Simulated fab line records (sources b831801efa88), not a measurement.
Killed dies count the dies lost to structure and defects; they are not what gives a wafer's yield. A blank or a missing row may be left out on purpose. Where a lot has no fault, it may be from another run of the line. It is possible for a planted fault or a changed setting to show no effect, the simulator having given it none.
Which of the tools did it? | flow gf180mcu | 13 lots, 39 wafers sampled, at 5 steps of a route of 602

WHAT EACH GAUGE READ, for each wafer
GF_HV_LDD_TW_MEAS_23. Usual: for HV_LDD_2_TW the level is 1052 and the standard deviation is 8.6.
lot  | measured     | on           | HV_LDD_2_TW    | flag
L315 | day 10 17:38 | filmMetro-02 | 1054 1058 1055 | 
L316 | day 11 02:10 | filmMetro-02 | 1057 1049 1056 | 
L317 | day 11 10:49 | filmMetro-03 | 1033 1045 1035 | 
L319 | day 12 01:28 | filmMetro-04 | 1060 1064 1057 | 
L323 | day 13 10:55 | filmMetro-03 | 1044 1043 1047 | 
L324 | day 13 14:14 | filmMetro-02 | 1048 1052 1061 | 
L329 | day 15 01:04 | filmMetro-02 | 1047 1056 1048 | 
L331 | day 15 22:26 | filmMetro-02 | 1049 1060 1054 | 
L334 | day 16 18:49 | filmMetro-02 | 1061 1062 1059 | 
L335 | day 17 02:04 | filmMetro-04 | 1061 1062 1057 | 
L336 | day 17 10:13 | filmMetro-04 | 1070 1065 1060 | 
L337 | day 17 21:03 | filmMetro-03 | 1034 1036 1037 | 
L338 | day 17 23:16 | filmMetro-02 | 1049 1043 1051 | 

GF_HV_LDD_TW_MEAS_50. Usual: for HV_LDD_4_TW the level is 566 and the standard deviation is 5.1.
lot  | measured     | on           | HV_LDD_4_TW | flag
L315 | day 12 08:44 | filmMetro-03 | 562 560 562 | 
L316 | day 12 17:49 | filmMetro-03 | 564 563 565 | 
L317 | day 13 01:10 | filmMetro-04 | 567 571 568 | 
L319 | day 13 19:05 | filmMetro-03 | 565 567 563 | 
L323 | day 15 06:01 | filmMetro-03 | 559 555 562 | 
L324 | day 15 09:29 | filmMetro-03 | 553 558 559 | 
L329 | day 16 22:13 | filmMetro-04 | 565 566 567 | 
L331 | day 17 22:01 | filmMetro-04 | 571 572 571 | 
L334 | day 18 18:55 | filmMetro-03 | 561 560 559 | 
L335 | day 19 01:37 | filmMetro-02 | 573 575 574 | 
L336 | day 19 10:40 | filmMetro-04 | 571 575 573 | 
L337 | day 19 21:54 | filmMetro-04 | 567 571 571 | 
L338 | day 20 01:25 | filmMetro-03 | 563 562 564 | 

GF_HV_LDD_RS_MEAS_53: measures by four-point-probe. Usual: for HV_LDD_RS the level is 418.6 ohm/sq and the standard deviation is 1.2.
lot  | measured     | on           | HV_LDD_RS (ohm/sq) | flag
L315 | day 12 08:56 | filmMetro-04 | 418.5 417.5 418.7  | 
L316 | day 12 18:00 | filmMetro-04 | 419.5 418.7 420.8  | 
L317 | day 13 01:20 | filmMetro-02 | 417.1 417.5 418.1  | 
L319 | day 13 19:17 | filmMetro-03 | 419.4 419.3 418.1  | 
L323 | day 15 06:12 | filmMetro-04 | 419.1 418.6 418.2  | 
L324 | day 15 09:41 | filmMetro-04 | 422.8 424.3 422.7  | OFF
L329 | day 16 22:27 | filmMetro-04 | 423.4 421.6 423.9  | OFF
L331 | day 17 22:13 | filmMetro-02 | 416.2 415.9 416.6  | 
L334 | day 18 19:05 | filmMetro-04 | 419.8 418.1 420.3  | 
L335 | day 19 01:49 | filmMetro-03 | 419.5 419.2 420.3  | 
L336 | day 19 10:50 | filmMetro-03 | 418.7 417.6 417.8  | 
L337 | day 19 22:07 | filmMetro-03 | 419.5 420.9 421.3  | 
L338 | day 20 01:37 | filmMetro-02 | 419.0 419.1 419.9  | 

WHICH TOOL RAN EACH LOT (tool, then ch and the chambers of the sampled wafers, then the start)
lot  | GF_HV_LDD_IMPLANT_33            | GF_HV_LDD_STRIP_49
L315 | implanter-04 ch 0, day 11 12:07 | plasmaAsher-02 ch 0,1, day 12 08:39
L316 | implanter-03 ch 0, day 11 21:13 | plasmaAsher-04 ch 0,1, day 12 17:43
L317 | implanter-01 ch 0, day 12 04:46 | plasmaAsher-02 ch 0,1, day 13 01:04
L319 | implanter-01 ch 0, day 12 21:05 | plasmaAsher-04 ch 0,1, day 13 18:59
L323 | implanter-01 ch 0, day 14 07:34 | plasmaAsher-01 ch 0,1, day 15 05:55
L324 | implanter-01 ch 0, day 14 11:25 | plasmaAsher-02 ch 0,1, day 15 09:24
L329 | implanter-01 ch 0, day 15 22:28 | plasmaAsher-02 ch 0,1, day 16 22:07
L331 | implanter-03 ch 0, day 16 21:05 | plasmaAsher-04 ch 0,1, day 17 21:55
L334 | implanter-03 ch 0, day 17 18:13 | plasmaAsher-01 ch 0,1, day 18 18:49
L335 | implanter-01 ch 0, day 18 00:59 | plasmaAsher-04 ch 0,1, day 19 01:31
L336 | implanter-03 ch 0, day 18 09:37 | plasmaAsher-02 ch 0,1, day 19 10:34
L337 | implanter-03 ch 0, day 18 20:56 | plasmaAsher-04 ch 0,1, day 19 21:48
L338 | implanter-01 ch 0, day 18 23:44 | plasmaAsher-04 ch 0,1, day 20 01:19
- GF_HV_LDD_IMPLANT_33
- GF_HV_LDD_STRIP_49: strips in O2/N2.

AS READ BY THE TOOLS THEMSELVES (means over the sampled wafers that have a number; for cases with no such wafer, the mark the record gives instead)
GF_HV_LDD_IMPLANT_33. Usual: beamEnergyKeV 59.997, standard deviation 0.019; doseIonsCm2 7.5e+12, standard deviation 8.8e+09.
lot  | tool         | beamEnergyKeV | doseIonsCm2 | flag
L315 | implanter-04 | 59.995        | 7.5e+12     | 
L316 | implanter-03 | 60.007        | 7.5e+12     | 
L317 | implanter-01 | 59.976        | 7.5e+12     | 
L319 | implanter-01 | 60.007        | 7.5e+12     | 
L323 | implanter-01 | 59.981        | 7.5e+12     | 
L324 | implanter-01 | 59.964        | 7.5e+12     | 
L329 | implanter-01 | 60.031        | 7.5e+12     | 
L331 | implanter-03 | 60.005        | 7.5e+12     | 
L334 | implanter-03 | 59.987        | 7.5e+12     | 
L335 | implanter-01 | 59.984        | 7.5e+12     | 
L336 | implanter-03 | 60.011        | 7.5e+12     | 
L337 | implanter-03 | 59.989        | 7.5e+12     | 
L338 | implanter-01 | 59.999        | 7.5e+12     | 

GF_HV_LDD_STRIP_49. Usual: drypumpMotorCurrentA 5.49 A, standard deviation 0.21; heaterPowerW 325 W, standard deviation 9.2; oesProductAu 0.716 a.u., standard deviation 0.0048; stripTimeToEndpointS 12.628 s, standard deviation 0.027.
lot  | tool           | drypumpMotorCurrentA (A) | heaterPowerW (W) | oesProductAu (a.u.) | stripTimeToEndpointS (s) | flag
L315 | plasmaAsher-02 | 5.73                     | 320              | 0.715               | 12.630                   | 
L316 | plasmaAsher-04 | 5.34                     | 325              | 0.714               | 12.630                   | 
L317 | plasmaAsher-02 | 5.65                     | 317              | 0.717               | 12.631                   | 
L319 | plasmaAsher-04 | 5.45                     | 330              | 0.711               | 12.577                   | 
L323 | plasmaAsher-01 | 5.43                     | 316              | 0.715               | 12.625                   | 
L324 | plasmaAsher-02 | 5.65                     | 319              | 0.717               | 12.626                   | 
L329 | plasmaAsher-02 | 5.63                     | 323              | 0.722               | 12.663                   | 
L331 | plasmaAsher-04 | 5.47                     | 334              | 0.717               | 12.631                   | 
L334 | plasmaAsher-01 | 5.39                     | 320              | 0.719               | 12.577                   | 
L335 | plasmaAsher-04 | 5.46                     | 336              | 0.714               | 12.636                   | 
L336 | plasmaAsher-02 | 5.65                     | 314              | 0.714               | 12.651                   | 
L337 | plasmaAsher-04 | 5.35                     | 331              | 0.714               | 12.601                   | 
L338 | plasmaAsher-04 | 5.34                     | 333              | 0.717               | 12.613                   | 

THE ANSWER, worked out from the rows above alone
Rule: a lot counts as off when the mean over its wafers that have a number is more than 3 standard deviations away from the usual mean. Also off: a lot with no number at a reading for which 4 or more lots have one. Any other lot the step has rows for is counted as sound. After the gauges, taken in route order, come the tools' own readings; for these a lot's mean is taken, as printed above. The first step at which some lot is off is used, and at that step the reading that is off furthest; a lot without a number counts as furthest.
Off: L324, L329, seen at GF_HV_LDD_RS_MEAS_53 (HV_LDD_RS).
If a tool, at a process step before that reading, ran all the lots that are off and no sound lot after the first of them, it fits. Those tools and the gauges at GF_HV_LDD_RS_MEAS_53 are tried in the same way. Of those tried, none fits.

WHAT THE SIMULATOR HAD PUT IN
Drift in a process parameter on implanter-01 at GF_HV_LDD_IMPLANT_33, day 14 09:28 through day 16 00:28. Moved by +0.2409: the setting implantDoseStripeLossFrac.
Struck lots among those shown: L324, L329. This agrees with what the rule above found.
